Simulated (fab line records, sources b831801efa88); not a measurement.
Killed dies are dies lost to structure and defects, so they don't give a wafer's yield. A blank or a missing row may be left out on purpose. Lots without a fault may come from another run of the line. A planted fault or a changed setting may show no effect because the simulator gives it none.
Which tool did it? | flow sky130 | 11 lots, 33 wafers sampled, at 3 steps of a route of 708

WHAT THE GAUGES READ, wafer by wafer
SKY_VIA3_RS_MEAS_22: measures by four-point-probe.
lot  | measured     | on            | VIA3_W_RS (ohm/sq)
L329 | day 39 15:58 | film_metro-03 | 0.296 0.296 0.299
L330 | day 39 17:08 | film_metro-03 | 0.297 0.293 0.297
L331 | day 40 16:52 | film_metro-03 | 0.290 0.294 0.292
L332 | day 40 17:26 | film_metro-04 | 0.294 0.302 0.295
L333 | day 40 19:04 | film_metro-04 | 0.296 0.293 0.296
L334 | day 41 04:55 | film_metro-04 | 0.297 0.290 0.291
L339 | day 42 22:38 | film_metro-03 | 0.302 0.296 0.299
L341 | day 43 02:47 | film_metro-03 | 0.292 0.296 0.294
L349 | day 45 05:37 | film_metro-02 | 0.297 0.301 0.299
L351 | day 46 13:08 | film_metro-04 | 0.298 0.299 0.303
L352 | day 46 14:51 | film_metro-02 | 0.297 0.297 0.297

WHICH TOOL RAN EACH LOT (tool, then ch and the chambers of the sampled wafers, then the start)
lot  | SKY_VIA2_ETCH_14                   | SKY_VIA3_ETCH_14
L329 | rie_diel-01 ch 1,2,3, day 36 06:26 | rie_diel-02 ch 1,3, day 39 14:58
L330 | rie_diel-03 ch 0,2,3, day 36 08:50 | rie_diel-04 ch 0,1,2, day 39 16:12
L331 | rie_diel-01 ch 2,3, day 37 08:56   | rie_diel-04 ch 0,1,2, day 40 15:55
L332 | rie_diel-04 ch 1,2,3, day 37 10:22 | rie_diel-03 ch 1,2, day 40 16:33
L333 | rie_diel-04 ch 1,2,3, day 37 11:26 | rie_diel-03 ch 0,1, day 40 18:08
L334 | rie_diel-01 ch 0,2,3, day 37 21:52 | rie_diel-03 ch 0,2, day 41 04:00
L339 | rie_diel-03 ch 0,1,2, day 39 17:41 | rie_diel-04 ch 1,2,3, day 42 21:40
L341 | rie_diel-04 ch 0,1,3, day 39 22:26 | rie_diel-03 ch 1,2, day 43 01:50
L349 | rie_diel-03 ch 0,2, day 42 05:52   | rie_diel-03 ch 1,2, day 45 04:42
L351 | rie_diel-03 ch 0,2, day 43 15:22   | rie_diel-02 ch 0,1,2, day 46 12:12
L352 | rie_diel-04 ch 1,2,3, day 43 16:05 | rie_diel-04 ch 0,3, day 46 13:55
- SKY_VIA2_ETCH_14: etches BARC in N2/H2, stops on SiO2, time 45.9 s, target depth 60 nm.
- SKY_VIA3_ETCH_14: etches BARC in N2/H2, stops on SiO2, time 45.9 s, target depth 60 nm.

THE ANSWER, worked out from the rows above alone
Rule: what is usual is taken from the lots themselves. Put in order of their means at a reading, lots are off if they are a third of the lots or fewer, leave a main group of 4 or more, and stand apart from it by a gap of 3 or more times the standard deviation of the main group's means; of several such gaps the widest counts. A main group whose means are all the same, to the digits that the tables above print for the reading, isn't used. A lot without any number at a reading at which 4 lots or more have one is off too. The other lots that the step has rows for count as sound.
No lot is off at any reading shown: from this, nothing can be told.

WHAT THE SIMULATOR HAD PUT IN
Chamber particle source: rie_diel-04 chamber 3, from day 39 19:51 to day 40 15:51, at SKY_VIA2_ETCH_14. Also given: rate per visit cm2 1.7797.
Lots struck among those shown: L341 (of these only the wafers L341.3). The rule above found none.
